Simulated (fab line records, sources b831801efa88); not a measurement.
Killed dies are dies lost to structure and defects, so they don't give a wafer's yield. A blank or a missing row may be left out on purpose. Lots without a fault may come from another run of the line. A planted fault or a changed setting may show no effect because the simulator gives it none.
fab line records | flow gf180mcu
record lots=5 wafers=15 last_day=32
route steps=602 shown M2@381 V2@382 M3@409
lots that met no fault: from a run of the same line without faults
start_h: hours from the record's first day to the start of the lot's first wafer shown | wait_h: hours since the lot's step before | " the same as in the row above | L1.1+2: a row that stands for several wafers | - no value, or no start given | * or withheld: withheld | < > ~ a bound
route shown NAME@n: a module of which the file shows steps, and the number in the route of the first | usual: mean/standard deviation of fault-free wafers | same: alike in all rows | chamber/n: place in a boat | sites: the reading at each site | _std_site: their standard deviation | _edge_site: outer sites' mean less inner sites' | radius_mm: how far each site lies from the wafer's centre | mask NAME#n: copy n | behind: the tool/chamber that last shaped the wafer | hold: why the lot was held/for how many hours/how that ended | device: the transistor (n, p or np) that didn't switch | end of line: the same wafers' tests at the end of the route | a step without rows: its recipe alone | killed: dies lost to structure and defects at the first sort, not the wafer's yield | map: a wafer's dies, x killed, . not, _ none there
set.NAME: the setting as run; set.NAME@STEP: as run at that earlier step | model.NAME: the simulator's own value behind a step, which no gauge read
lots at some steps of the route; a table a step, a row a wafer
services: from which hour (start_h, from the record's first day; less than 0 if before it) a tool's chamber was out of use, for how many hours, and why
## steps
# step GF_M2_CLEAN_19
# recipe chemistry=DIW dry=n2_spin
# columns lot.wafer tool chamber start_h wait_h
L074.1+3+5 wet_bench-04 1 437.20 0.0
L078.1+3+4 wet_bench-04 1 481.02 0.0
L083.1+3+4 wet_bench-02 1 526.13 0.0
L089.1+3+4 wet_bench-01 3 573.44 0.0
L090.4+5+6 wet_bench-02 1 574.90 0.0
# step GF_V2_CVD_00
# recipe material=SiO2 target_thk_nm=600 sigma_open_frac=0.3 temp_c=400 time_s=100 sih4_flow_sccm=60 pressure_mtorr=6
# usual susceptor_temp_C=399.98/0.25
# columns lot.wafer tool chamber start_h wait_h susceptor_temp_C
L074.1 hdpcvd-01 1 437.29 0.0 400.35
L074.3 " 2 " " 400.03
L074.5 " 2 " " 399.96
L078.1 hdpcvd-02 0 481.11 0.0 400.09
L078.3 " 1 " " 399.79
L078.4 " 2 " " 400.43
L083.1 hdpcvd-01 1 526.23 0.0 400.10
L083.3 " 2 " " 399.99
L083.4 " 0 " " 400.36
L089.1 hdpcvd-01 1 573.53 0.0 400.18
L089.3 " 0 " " 400.11
L089.4 " 1 " " 399.88
L090.4 hdpcvd-01 0 575.03 0.0 399.86
L090.5 " 1 " " 399.92
L090.6 " 2 " " 400.04
# step GF_V2_THK_MEAS_01
# recipe reads=SiO2_of_V2_CVD_00
# usual V2_CVD_00_THK=598/6.1
# columns lot.wafer tool chamber start_h wait_h V2_CVD_00_THK[nm]
L074.1 film_metro-01 - 437.36 0.0 590
L074.3 " - " " 599
L074.5 " - " " 597
L078.1 film_metro-02 - 481.18 0.0 603
L078.3 " - " " 607
L078.4 " - " " 587
L083.1 film_metro-02 - 526.30 0.0 597
L083.3 " - " " 603
L083.4 " - " " 595
L089.1 film_metro-01 - 573.60 0.0 601
L089.3 " - " " 603
L089.4 " - " " 600
L090.4 film_metro-04 - 575.09 0.0 598
L090.5 " - " " 599
L090.6 " - " " 597
# step GF_V2_CVD_02
# recipe material=SiO2 target_thk_nm=850 precursor=TEOS temp_c=400 time_s=94.851 rf_w=600
# usual heater_power_w=578/72 susceptor_temp_C=400.01/0.2
# columns lot.wafer tool chamber start_h wait_h heater_power_w susceptor_temp_C
L074.1 pecvd-02 1 437.42 0.1 604 400.39
L074.3 " 2 " " 539 399.77
L074.5 " 0 " " 453 399.77
L078.1 pecvd-03 1 481.24 0.1 638 399.81
L078.3 " 2 " " 629 400.28
L078.4 " 1 " " 677 399.97
L083.1 pecvd-02 0 526.36 0.1 485 399.88
L083.3 " 2 " " 503 399.94
L083.4 " 1 " " 542 400.00
L089.1 pecvd-01 0 573.66 0.1 688 400.12
L089.3 " 2 " " 655 400.05
L089.4 " 0 " " 532 399.94
L090.4 pecvd-03 1 575.16 0.1 638 399.84
L090.5 " 2 " " 542 399.74
L090.6 " 0 " " 570 400.14
# step GF_V2_THK_MEAS_03
# recipe reads=SiO2_of_V2_CVD_02
# usual V2_CVD_02_THK=850/11
# columns lot.wafer tool chamber start_h wait_h V2_CVD_02_THK[nm]
L074.1 film_metro-04 - 437.49 0.0 848
L074.3 " - " " 846
L074.5 " - " " 857
L078.1 film_metro-02 - 481.31 0.0 852
L078.3 " - " " 834
L078.4 " - " " 870
L083.1 film_metro-01 - 526.43 0.0 851
L083.3 " - " " 852
L083.4 " - " " 869
L089.1 film_metro-04 - 573.73 0.0 841
L089.3 " - " " 838
L089.4 " - " " 861
L090.4 film_metro-01 - 575.22 0.0 863
L090.5 " - " " 851
L090.6 " - " " 865
# step GF_V2_CMP_04
# recipe material=SiO2 down_force_psi=4 platen_rpm=60 pad_velocity_m_s=0.94248
# usual edge_zone_pressure_frac=0.999/0.0046 motor_current_A=12.3/0.99 time_to_endpoint_s=82/5.1
# columns lot.wafer tool chamber start_h wait_h edge_zone_pressure_frac motor_current_A time_to_endpoint_s
L074.1 cmp-01 2 437.65 0.1 0.995 11.9 81
L074.3 " 3 " " 1.002 12.6 82
L074.5 " 0 " " 1.009 11.9 87
L078.3 cmp-02 0 481.37 0.0 1.000 13.6 74
L078.4 " 1 " " 0.996 10.7 88
L078.1 " 3 " " 1.007 13.1 82
L083.4 cmp-02 0 526.49 0.0 0.990 13.9 94
L083.1 " 1 " " 0.994 11.0 83
L083.3 " 3 " " 0.994 13.1 87
L089.4 cmp-02 3 573.84 0.1 1.002 13.2 87
L089.3 " 0 " " 1.001 14.0 74
L089.1 " 1 " " 0.999 10.5 79
L090.4 cmp-02 3 575.40 0.2 1.002 13.1 89
L090.5 " 0 " " 1.003 14.0 84
L090.6 " 1 " " 0.993 10.4 87
# step GF_V2_BOW_MEAS_05
# recipe mode=bow
# usual V2_BOW=101/7.6
# columns lot.wafer tool chamber start_h wait_h V2_BOW[um]
L074.1 film_metro-02 - 437.85 0.1 108
L074.3 " - " " 118
L074.5 " - " " 105
L078.1 film_metro-02 - 481.67 0.1 92
L078.3 " - " " 87
L078.4 " - " " 96
L083.1 film_metro-02 - 526.79 0.2 95
L083.3 " - " " 89
L083.4 " - " " 104
L089.1 film_metro-02 - 574.09 0.1 108
L089.3 " - " " 108
L089.4 " - " " 111
L090.4 film_metro-02 - 575.61 0.2 88
L090.5 " - " " 100
L090.6 " - " " 99
# step GF_V2_DEHYDRATE_06
# recipe temp_c=200 time_s=60
# usual heater_power_total_W=160.38/0.12
# columns lot.wafer tool chamber start_h wait_h heater_power_total_W
L074.1 litho_track-01 0 449.90 12.0 160.20
L074.3 " 0 " " 160.17
L074.5 " 0 " " 160.56
L078.1 litho_track-02 0 493.02 11.3 160.35
L078.3 " 0 " " 160.50
L078.4 " 0 " " 160.34
L083.1 litho_track-01 0 537.65 10.8 160.22
L083.3 " 0 " " 160.24
L083.4 " 0 " " 160.47
L089.1 litho_track-02 0 584.77 10.7 160.29
L089.3 " 0 " " 160.42
L089.4 " 0 " " 160.40
L090.4 litho_track-01 0 586.07 10.4 160.36
L090.5 " 0 " " 160.38
L090.6 " 0 " " 160.27
# step GF_V2_HMDS_07
# recipe prime_time_s=60 prime_temp_c=120
# columns lot.wafer tool chamber start_h wait_h
L074.1+3+5 litho_track-01 0 450.05 0.1
L078.1+3+4 litho_track-02 0 493.17 0.1
L083.1+3+4 litho_track-01 0 537.80 0.1
L089.1+3+4 litho_track-02 0 584.92 0.1
L090.4+5+6 litho_track-01 0 586.22 0.1
# step GF_V2_COAT_08
# recipe resist=BARC temp_c=withheld time_s=withheld spin_rpm=withheld resist_thk_nm=withheld
# usual dispense_pressure_kPa=46/4.1
# columns lot.wafer tool chamber start_h wait_h dispense_pressure_kPa
L074.1 litho_track-01 0 450.20 0.1 43
L074.3 " 0 " " 43
L074.5 " 0 " " 43
L078.1 litho_track-02 0 493.32 0.1 50
L078.3 " 0 " " 50
L078.4 " 0 " " 50
L083.1 litho_track-01 0 537.95 0.1 43
L083.3 " 0 " " 43
L083.4 " 0 " " 43
L089.1 litho_track-02 0 585.07 0.1 50
L089.3 " 0 " " 50
L089.4 " 0 " " 50
L090.4 litho_track-01 0 586.37 0.1 43
L090.5 " 0 " " 43
L090.6 " 0 " " 43
# step GF_V2_COAT_09
# recipe resist=KrF spin_rpm=withheld resist_thk_nm=1000
# usual dispense_pressure_kPa=46/4.1
# columns lot.wafer tool chamber start_h wait_h dispense_pressure_kPa
L074.1 litho_track-01 0 - - 43
L074.3 " 0 " " 43
L074.5 " 0 " " 43
L078.1 litho_track-02 0 - - 50
L078.3 " 0 " " 50
L078.4 " 0 " " 50
L083.1 litho_track-01 0 - - 43
L083.3 " 0 " " 43
L083.4 " 0 " " 43
L089.1 litho_track-02 0 - - 50
L089.3 " 0 " " 50
L089.4 " 0 " " 50
L090.4 litho_track-01 0 - - 43
L090.5 " 0 " " 43
L090.6 " 0 " " 43
# step GF_V2_SOFTBAKE_10
# recipe temp_c=130 time_s=60 resist=KrF
# usual heater_power_total_W=93.05/0.057
# columns lot.wafer tool chamber start_h wait_h heater_power_total_W
L074.1 litho_track-01 0 - - 92.96
L074.3 " 0 " " 93.04
L074.5 " 0 " " 93.09
L078.1 litho_track-02 0 - - 93.11
L078.3 " 0 " " 92.99
L078.4 " 0 " " 93.03
L083.1 litho_track-01 0 - - 93.15
L083.3 " 0 " " 93.01
L083.4 " 0 " " 93.02
L089.1 litho_track-02 0 - - 93.08
L089.3 " 0 " " 93.06
L089.4 " 0 " " 93.10
L090.4 litho_track-01 0 - - 93.06
L090.5 " 0 " " 93.08
L090.6 " 0 " " 93.05
# step GF_V2_EXPOSE_11
# recipe mask_id=Via2 target_cd_nm=260 na=0.68 source_shape=conventional sigma_outer=0.6 dose_mj=38
# columns lot.wafer tool chamber start_h wait_h mask
L074.1+3+5 krf_scanner-01 0 - - Via2#0
L078.1+3+4 krf_scanner-01 0 - - Via2#0
L083.1+3+4 krf_scanner-02 0 - - Via2#0
L089.1+3+4 krf_scanner-02 0 - - Via2#0
L090.4+5+6 krf_scanner-02 0 - - Via2#0
# step GF_V2_PEB_12
# recipe peb_temp_c=135 peb_time_s=90 resist=KrF
# usual heater_power_total_W=85.70/0.077
# same peb_time_s=90
# columns lot.wafer tool chamber start_h wait_h heater_power_total_W
L074.1 litho_track-01 0 - - 85.71
L074.3 " 0 " " 85.70
L074.5 " 0 " " 85.79
L078.1 litho_track-03 0 - - 85.66
L078.3 " 0 " " 85.80
L078.4 " 0 " " 85.70
L083.1 litho_track-02 0 - - 85.67
L083.3 " 0 " " 85.75
L083.4 " 0 " " 85.72
L089.1 litho_track-02 0 - - 85.69
L089.3 " 0 " " 85.75
L089.4 " 0 " " 85.80
L090.4 litho_track-01 0 - - 85.69
L090.5 " 0 " " 85.62
L090.6 " 0 " " 85.78
# step GF_V2_DEVELOP_13
# recipe develop_time_s=60 resist=KrF dev_temp_c=21
# columns lot.wafer tool chamber start_h wait_h
L074.1+3+5 litho_track-01 0 462.40 0.2
L078.1+3+4 litho_track-03 0 506.01 0.2
L083.1+3+4 litho_track-02 0 549.22 0.2
L089.1+3+4 litho_track-02 0 595.62 0.2
L090.4+5+6 litho_track-01 0 596.97 0.1
# step GF_V2_CD_MEAS_14
# recipe target_cd_nm=260
# usual cd_nm=259.5/1.3
# columns lot.wafer tool chamber start_h wait_h cd_nm
L074.1 cd_sem-01 - 462.55 0.1 262.5
L074.3 " - " " 260.2
L074.5 " - " " 261.1
L078.1 cd_sem-01 - 506.16 0.1 258.4
L078.3 " - " " 258.0
L078.4 " - " " 259.0
L083.1 cd_sem-01 - 549.37 0.1 260.1
L083.3 " - " " 260.5
L083.4 " - " " 261.7
L089.1 cd_sem-01 - 595.77 0.1 259.4
L089.3 " - " " 260.2
L089.4 " - " " 260.3
L090.4 cd_sem-02 - 597.11 0.1 259.3
L090.5 " - " " 260.6
L090.6 " - " " 259.4
# step GF_V2_OVL_MEAS_15
# usual V2_OVL=1/4.8
# columns lot.wafer tool chamber start_h wait_h V2_OVL[nm]
L074.1 overlay-02 - 462.67 0.1 4
L074.3 " - " " 8
L074.5 " - " " 6
L078.1 overlay-02 - 506.28 0.1 9
L078.3 " - " " 10
L078.4 " - " " 8
L083.1 overlay-01 - 549.49 0.1 7
L083.3 " - " " 7
L083.4 " - " " -2
L089.1 overlay-02 - 595.89 0.1 -5
L089.3 " - " " -3
L089.4 " - " " -9
L090.4 overlay-02 - 597.19 0.1 1
L090.5 " - " " 4
L090.6 " - " " 1
# step GF_V2_ETCH_16
# recipe chemistry=N2/H2 target_depth_a=withheld overetch_a=withheld time_s=withheld target=BARC ion_energy_ev=200 source_w=500 bias_w=100 pressure_mtorr=30 n2_flow_sccm=100 h2_flow_sccm=200
# usual drypump_motor_current_A=5.7/0.54 oes_product_au=0.855/0.0053 throttle_valve_pct=13.224/0.0095
# columns lot.wafer tool chamber start_h wait_h drypump_motor_current_A oes_product_au throttle_valve_pct
L074.1 rie_diel-03 3 462.71 0.0 6.6 0.855 13.221
L074.3 " 2 " " 5.9 0.859 13.218
L074.5 " 3 " " 6.6 0.851 13.224
L078.1 rie_diel-04 0 506.32 0.0 6.1 0.838 13.210
L078.3 " 2 " " 5.7 0.856 13.207
L078.4 " 1 " " 4.9 0.854 13.218
L083.1 rie_diel-01 0 549.53 0.0 5.3 0.852 13.232
L083.3 " 3 " " 6.0 0.852 13.232
L083.4 " 1 " " 5.1 0.859 13.229
L089.1 rie_diel-01 3 595.93 0.0 5.9 0.864 13.231
L089.3 " 1 " " 5.1 0.860 13.231
L089.4 " 2 " " 5.3 0.859 13.216
L090.4 rie_diel-03 0 597.23 0.0 5.6 0.856 13.222
L090.5 " 2 " " 5.9 0.872 13.226
L090.6 " 1 " " 6.5 0.858 13.215
# step GF_V2_ETCH_17
# recipe chemistry=C4F8/O2/Ar mask_material=KrF target=SiO2 stop_on=TiN source_w=1500 bias_w=1200 pressure_mtorr=40 c4f8_flow_sccm=withheld O2_flow_sccm=6 Ar_flow_sccm=300 time_s=withheld target_depth_a=6300
# usual oes_product_au=0.856/0.0046
# columns lot.wafer tool chamber start_h wait_h oes_product_au
L074.1 rie_diel-03 3 - - 0.856
L074.3 " 2 " " 0.858
L074.5 " 3 " " 0.862
L078.1 rie_diel-04 0 - - 0.856
L078.3 " 2 " " 0.857
L078.4 " 1 " " 0.855
L083.1 rie_diel-01 0 - - 0.856
L083.3 " 3 " " 0.857
L083.4 " 1 " " 0.857
L089.1 rie_diel-01 3 - - 0.843
L089.3 " 1 " " 0.863
L089.4 " 2 " " 0.857
L090.4 rie_diel-03 0 - - 0.852
L090.5 " 2 " " 0.853
L090.6 " 1 " " 0.852
# step GF_V2_STRIP_18
# recipe chemistry=O2/N2 power_w=1400 pressure_mtorr=1500 platen_temp_c=250 o2_flow_sccm=3000 n2_flow_sccm=300 overash_fraction=0.5
# usual drypump_motor_current_A=5.6/0.39 heater_power_w=357/48 oes_product_au=0.592/0.0051 platen_temp_c=250.00/0.18
# same overash_fraction=0.5
# columns lot.wafer tool chamber start_h wait_h drypump_motor_current_A heater_power_w oes_product_au platen_temp_c rf_hours_counter_h
L074.1 plasma_asher-01 1 462.84 - 5.2 365 0.598 250.02 4
L074.3 " 0 " " 5.7 384 0.600 250.09 -
L074.5 " 1 " " 5.3 361 0.593 249.92 -
L078.1 plasma_asher-03 1 506.44 - 6.3 330 0.592 249.93 78
L078.3 " 0 " " 5.6 316 0.586 250.08 -
L078.4 " 1 " " 6.3 331 0.588 250.10 -
L083.1 plasma_asher-01 0 549.66 - 5.7 387 0.593 249.62 14
L083.3 " 1 " " 5.3 361 0.588 249.78 -
L083.4 " 0 " " 5.7 371 0.597 249.86 -
L089.1 plasma_asher-04 0 596.06 - 5.7 307 0.590 250.40 93
L089.3 " 0 " " 5.7 300 0.586 250.12 -
L089.4 " 1 " " 5.1 450 0.586 250.19 -
L090.4 plasma_asher-04 0 597.37 - 5.6 314 0.590 250.17 -
L090.5 " 1 " " 5.1 437 0.595 249.63 -
L090.6 " 0 " " 5.6 301 0.594 249.98 -
# step GF_V2_STRIP_19
# recipe chemistry=post_etch_residue_remover time_s=1200 temp_c=72.5
# usual temp_c=72.53/0.12
# columns lot.wafer tool chamber start_h wait_h temp_c
L074.1 wet_bench-02 2 462.94 0.1 72.48
L074.3 " 2 " " 72.41
L074.5 " 2 " " 72.67
L078.1 wet_bench-03 0 506.54 0.1 72.43
L078.3 " 0 " " 72.44
L078.4 " 0 " " 72.50
L083.1 wet_bench-02 2 549.76 0.1 72.59
L083.3 " 2 " " 72.52
L083.4 " 2 " " 72.69
L089.1 wet_bench-01 2 596.16 0.1 72.55
L089.3 " 2 " " 72.47
L089.4 " 2 " " 72.40
L090.4 wet_bench-01 1 597.43 0.0 72.44
L090.5 " 1 " " 72.32
L090.6 " 1 " " 72.48
# step GF_V2_CLEAN_20
# recipe chemistry=DIW dry=n2_spin
# columns lot.wafer tool chamber start_h wait_h
L074.1+3+5 wet_bench-01 2 463.28 0.0
L078.1+3+4 wet_bench-01 2 506.89 0.0
L083.1+3+4 wet_bench-01 0 550.10 0.0
L089.1+3+4 wet_bench-02 1 596.50 0.0
L090.4+5+6 wet_bench-02 3 597.77 0.0
# step GF_V2_SPUTTER_21
# recipe material=Ti target_thk_nm=15 chamber_pressure_pa=5 power_w=2500 substrate_temp_c=200 time_s=80.02
# usual throttle_valve_pct=30.9/1
# columns lot.wafer tool chamber start_h wait_h throttle_valve_pct
L074.1 pvd_sputter-03 - 463.50 0.0 29.8
L074.3 " - " " 32.8
L074.5 " - " " 29.5
L078.1 pvd_sputter-01 - 506.98 0.0 32.0
L078.3 " - " " 30.4
L078.4 " - " " 30.9
L083.1 pvd_sputter-01 - 550.19 0.0 30.2
L083.3 " - " " 31.1
L083.4 " - " " 31.0
L089.1 pvd_sputter-02 - 596.59 0.0 31.6
L089.3 " - " " 32.0
L089.4 " - " " 31.3
L090.4 pvd_sputter-02 - 597.87 0.0 31.6
L090.5 " - " " 31.5
L090.6 " - " " 31.7
# step GF_V2_SPUTTER_22
# recipe material=TiN target_thk_nm=10 chamber_pressure_pa=5 power_w=4000 time_s=40
# usual throttle_valve_pct=30.9/1
# columns lot.wafer tool chamber start_h wait_h throttle_valve_pct
L074.1 pvd_sputter-03 - 463.56 0.0 29.9
L074.3 " - " " 32.6
L074.5 " - " " 29.6
L078.1 pvd_sputter-01 - 507.04 0.0 31.9
L078.3 " - " " 30.4
L078.4 " - " " 30.9
L083.1 pvd_sputter-01 - 550.25 0.0 30.6
L083.3 " - " " 31.2
L083.4 " - " " 30.9
L089.1 pvd_sputter-02 - 596.65 0.0 31.8
L089.3 " - " " 32.0
L089.4 " - " " 31.4
L090.4 pvd_sputter-02 - 597.93 0.0 31.4
L090.5 " - " " 31.4
L090.6 " - " " 31.9
# step GF_V2_CVD_23
# recipe material=W target_thk_nm=350 time_s=104.94 temp_c=400 pressure_torr=40
# usual heater_power_w=913/120 susceptor_temp_C=400.03/0.21
# columns lot.wafer tool chamber start_h wait_h heater_power_w susceptor_temp_C
L074.1 cvd_w-02 0 463.60 0.0 1132 400.03
L074.3 " 0 " " 1129 400.18
L074.5 " 0 " " 1119 400.20
L078.1 cvd_w-01 1 507.08 0.0 857 400.12
L078.3 " 0 " " 807 400.21
L078.4 " 1 " " 842 400.07
L083.1 cvd_w-01 0 550.29 0.0 826 399.77
L083.3 " 0 " " 823 399.79
L083.4 " 1 " " 861 399.98
L089.1 cvd_w-02 1 596.69 0.0 886 400.14
L089.3 " 0 " " 1172 400.19
L089.4 " 1 " " 896 400.13
L090.4 cvd_w-02 1 598.00 0.1 881 399.75
L090.5 " 1 " " 875 399.75
L090.6 " 0 " " 1156 400.00
# step GF_V2_RS_MEAS_24
# recipe thk_meas_gauge=four-point-probe reads=W_of_V2_CVD_23+TiN_of_V2_SPUTTER_22+Ti_of_V2_SPUTTER_21
# usual V2_W_RS=0.3290/0.0028
# columns lot.wafer tool chamber start_h wait_h V2_W_RS[ohm/sq]
L074.1 film_metro-02 - 463.71 0.1 0.3265
L074.3 " - " " 0.3262
L074.5 " - " " 0.3261
L078.1 film_metro-02 - 507.19 0.1 0.3296
L078.3 " - " " 0.3305
L078.4 " - " " 0.3282
L083.1 film_metro-04 - 550.40 0.1 0.3251
L083.3 " - " " 0.3268
L083.4 " - " " 0.3323
L089.1 film_metro-01 - 596.80 0.1 0.3240
L089.3 " - " " 0.3270
L089.4 " - " " 0.3276
L090.4 film_metro-02 - 598.14 0.1 0.3288
L090.5 " - " " 0.3285
L090.6 " - " " 0.3277
# step GF_V2_THK_MEAS_25
# recipe thk_meas_gauge=xrf reads=W_of_V2_CVD_23
# usual V2_W_THK=349/7.6
# columns lot.wafer tool chamber start_h wait_h V2_W_THK[nm]
L074.1 film_metro-02 - 463.83 0.1 353
L074.3 " - " " 354
L074.5 " - " " 354
L078.1 film_metro-02 - 507.31 0.1 347
L078.3 " - " " 347
L078.4 " - " " 349
L083.1 film_metro-04 - 550.52 0.1 345
L083.3 " - " " 344
L083.4 " - " " 335
L089.1 film_metro-01 - 596.92 0.1 362
L089.3 " - " " 359
L089.4 " - " " 354
L090.4 film_metro-02 - 598.23 0.1 355
L090.5 " - " " 355
L090.6 " - " " 353
# step GF_V2_CMP_26
# recipe stop_on=SiO2 down_force_psi=3.5 platen_rpm=60 t_overpolish_s=15 target_thk_nm=0 pad_velocity_m_s=0.94248
# usual edge_zone_pressure_frac=1.001/0.0052 motor_current_A=11.4/0.84 overpolish_run_s=15.000/0.0094 time_to_endpoint_s=85/3.3
# columns lot.wafer tool chamber start_h wait_h edge_zone_pressure_frac motor_current_A overpolish_run_s time_to_endpoint_s
L074.1 cmp-02 1 463.89 0.1 0.992 10.0 15.006 79
L074.3 " 3 " " 0.997 11.9 14.997 88
L074.5 " 2 " " 1.008 11.2 15.024 87
L078.1 cmp-01 2 507.70 0.4 0.999 11.2 14.999 92
L078.3 " 3 " " 0.991 11.7 14.989 93
L078.4 " 0 " " 0.991 10.7 14.991 93
L083.4 cmp-02 2 550.58 0.0 1.001 11.8 14.995 87
L083.1 " 3 " " 1.007 11.7 15.011 89
L083.3 " 1 " " 1.003 9.6 15.004 87
L089.4 cmp-02 3 596.98 0.0 1.003 11.9 15.008 89
L089.1 " 0 " " 1.006 13.1 14.995 89
L089.3 " 2 " " 1.005 12.0 14.992 89
L090.4 cmp-02 3 598.26 0.0 1.006 12.1 15.009 84
L090.5 " 3 " " 0.997 12.0 15.020 85
L090.6 " 0 " " 1.002 12.7 14.990 82
# step GF_M3_SPUTTER_00
# recipe material=Ti target_thk_nm=37.5 arriving_ion_energy_ev=80 substrate_temp_c=200 chamber_pressure_pa=2 power_w=4000 time_s=150
# usual throttle_valve_pct=31.0/0.71
# columns lot.wafer tool chamber start_h wait_h throttle_valve_pct
L074.1 pvd_sputter-04 - 464.19 0.2 31.6
L074.3 " - " " 30.6
L074.5 " - " " 31.2
L078.1 pvd_sputter-02 - 507.95 0.2 31.6
L078.3 " - " " 32.1
L078.4 " - " " 31.5
L083.1 pvd_sputter-02 - 550.88 0.2 31.7
L083.3 " - " " 31.6
L083.4 " - " " 31.9
L089.1 pvd_sputter-01 - 597.28 0.2 30.6
L089.3 " - " " 30.7
L089.4 " - " " 31.5
L090.4 pvd_sputter-01 - 598.56 0.2 31.2
L090.5 " - " " 31.8
L090.6 " - " " 31.1
# step GF_M3_SPUTTER_01
# recipe material=TiN target_thk_nm=30 power_w=6500 time_s=25 chamber_pressure_pa=0.4
# usual throttle_valve_pct=31.1/0.68
# columns lot.wafer tool chamber start_h wait_h throttle_valve_pct
L074.1 pvd_sputter-04 - 464.29 0.1 31.5
L074.3 " - " " 30.1
L074.5 " - " " 31.8
L078.1 pvd_sputter-02 - 508.05 0.1 31.8
L078.3 " - " " 31.6
L078.4 " - " " 31.6
L083.1 pvd_sputter-02 - 550.98 0.1 31.6
L083.3 " - " " 31.3
L083.4 " - " " 31.8
L089.1 pvd_sputter-01 - 597.38 0.1 30.3
L089.3 " - " " 30.7
L089.4 " - " " 31.7
L090.4 pvd_sputter-01 - 598.66 0.1 31.2
L090.5 " - " " 31.8
L090.6 " - " " 31.0
# step GF_M3_SPUTTER_02
# recipe material=AlCu target_thk_nm=450 power_w=10600 time_s=23.9 chamber_pressure_pa=0.4
# usual throttle_valve_pct=31.0/0.68
# columns lot.wafer tool chamber start_h wait_h throttle_valve_pct
L074.1 pvd_sputter-04 - 464.32 0.0 31.4
L074.3 " - " " 30.5
L074.5 " - " " 31.3
L078.1 pvd_sputter-02 - 508.08 0.0 31.4
L078.3 " - " " 31.8
L078.4 " - " " 31.5
L083.1 pvd_sputter-02 - 551.01 0.0 31.7
L083.3 " - " " 31.4
L083.4 " - " " 31.8
L089.1 pvd_sputter-01 - 597.41 0.0 30.5
L089.3 " - " " 30.7
L089.4 " - " " 31.7
L090.4 pvd_sputter-01 - 598.69 0.0 30.9
L090.5 " - " " 31.6
L090.6 " - " " 30.9
# step GF_M3_SPUTTER_03
# recipe material=Ti target_thk_nm=10 substrate_temp_c=300 chamber_pressure_pa=0.3 power_w=3000 time_s=6.7
# usual throttle_valve_pct=31.0/0.68
# columns lot.wafer tool chamber start_h wait_h throttle_valve_pct
L074.1 pvd_sputter-04 - 464.35 0.0 31.4
L074.3 " - " " 30.5
L074.5 " - " " 31.4
L078.1 pvd_sputter-02 - 508.11 0.0 31.7
L078.3 " - " " 31.9
L078.4 " - " " 31.9
L083.1 pvd_sputter-02 - 551.04 0.0 31.7
L083.3 " - " " 31.6
L083.4 " - " " 32.1
L089.1 pvd_sputter-01 - 597.44 0.0 30.4
L089.3 " - " " 30.5
L089.4 " - " " 31.6
L090.4 pvd_sputter-01 - 598.72 0.0 31.1
L090.5 " - " " 31.8
L090.6 " - " " 31.0
# step GF_M3_SPUTTER_04
# recipe material=TiN target_thk_nm=50 power_w=6500 time_s=41.7 chamber_pressure_pa=0.4
# usual throttle_valve_pct=31.0/0.69
# columns lot.wafer tool chamber start_h wait_h throttle_valve_pct
L074.1 pvd_sputter-04 - 464.37 0.0 31.3
L074.3 " - " " 30.4
L074.5 " - " " 31.5
L078.1 pvd_sputter-02 - 508.13 0.0 31.2
L078.3 " - " " 32.0
L078.4 " - " " 31.6
L083.1 pvd_sputter-02 - 551.06 0.0 31.5
L083.3 " - " " 31.4
L083.4 " - " " 32.0
L089.1 pvd_sputter-01 - 597.46 0.0 30.5
L089.3 " - " " 30.3
L089.4 " - " " 31.7
L090.4 pvd_sputter-01 - 598.74 0.0 31.1
L090.5 " - " " 31.8
L090.6 " - " " 30.7
# step GF_M3_RS_MEAS_05
# recipe thk_meas_gauge=four-point-probe reads=TiN_of_M3_SPUTTER_04+Ti_of_M3_SPUTTER_03+AlCu_of_M3_SPUTTER_02+TiN_of_M3_SPUTTER_01+Ti_of_M3_SPUTTER_00
# usual M3_ALCU_RS=0.0696/0.00086
# columns lot.wafer tool chamber start_h wait_h M3_ALCU_RS[ohm/sq]
L074.1 film_metro-04 - 464.41 0.0 0.0710
L074.3 " - " " 0.0693
L074.5 " - " " 0.0703
L078.1 film_metro-03 - 508.17 0.0 0.0709
L078.3 " - " " 0.0691
L078.4 " - " " 0.0702
L083.1 film_metro-04 - 551.10 0.0 0.0699
L083.3 " - " " 0.0707
L083.4 " - " " 0.0697
L089.1 film_metro-02 - 597.50 0.0 0.0710
L089.3 " - " " 0.0699
L089.4 " - " " 0.0692
L090.4 film_metro-04 - 598.84 0.1 0.0682
L090.5 " - " " 0.0678
L090.6 " - " " 0.0687
# step GF_M3_THK_MEAS_06
# recipe thk_meas_gauge=xrf reads=AlCu_of_M3_SPUTTER_02
# usual M3_ALCU_THK=448/5.9
# columns lot.wafer tool chamber start_h wait_h M3_ALCU_THK[nm]
L074.1 film_metro-04 - 464.53 0.1 436
L074.3 " - " " 447
L074.5 " - " " 443
L078.1 film_metro-03 - 508.29 0.1 443
L078.3 " - " " 453
L078.4 " - " " 444
L083.1 film_metro-04 - 551.22 0.1 442
L083.3 " - " " 437
L083.4 " - " " 447
L089.1 film_metro-02 - 597.62 0.1 438
L089.3 " - " " 442
L089.4 " - " " 450
L090.4 film_metro-04 - 598.93 0.1 455
L090.5 " - " " 457
L090.6 " - " " 450
# step GF_M3_DEHYDRATE_07
# recipe temp_c=200 time_s=60
# usual heater_power_total_W=160.37/0.12
# columns lot.wafer tool chamber start_h wait_h heater_power_total_W
L074.1 litho_track-03 0 475.56 11.0 160.39
L074.3 " 0 " " 160.37
L074.5 " 0 " " 160.23
L078.1 litho_track-02 0 519.82 11.5 160.27
L078.3 " 0 " " 160.31
L078.4 " 0 " " 160.60
L083.1 litho_track-04 0 562.06 10.8 160.29
L083.3 " 0 " " 160.49
L083.4 " 0 " " 160.56
L089.1 litho_track-03 0 607.76 10.1 160.35
L089.3 " 0 " " 160.30
L089.4 " 0 " " 160.25
L090.4 litho_track-04 0 609.24 10.3 160.20
L090.5 " 0 " " 160.23
L090.6 " 0 " " 160.60
## services
# columns tool chamber start_h hours kind
krf_scanner-02 - 421.46 0.2 repair
krf_scanner-02 - 429.88 1.3 pm
krf_scanner-02 - 431.18 1.0 pm
rie_diel-03 1 439.22 21.4 repair
rie_diel-03 0 440.01 4.8 repair
rie_diel-01 2 447.48 2.5 repair
rie_diel-03 0 471.01 5.9 repair
cmp-02 - 479.35 1.0 repair
hdpcvd-01 2 498.11 5.5 repair
pvd_sputter-01 - 502.23 3.8 repair
rie_diel-01 1 509.14 1.4 repair
cmp-02 - 518.05 3.9 pm
rie_diel-03 2 523.41 5.4 repair
hdpcvd-01 - 539.25 15.0 pm
pvd_sputter-02 - 543.00 0.6 repair
rie_diel-03 3 547.67 10.3 repair
pvd_sputter-04 - 548.10 1.1 repair
rie_diel-03 0 571.16 4.9 repair
hdpcvd-01 1 577.90 13.2 repair
cmp-02 - 579.23 4.8 pm
rie_diel-03 3 596.04 15.0 repair
rie_diel-01 1 602.65 10.3 repair
cmp-02 - 605.69 1.0 repair
cmp-02 - 606.51 0.2 repair
## key
fault none
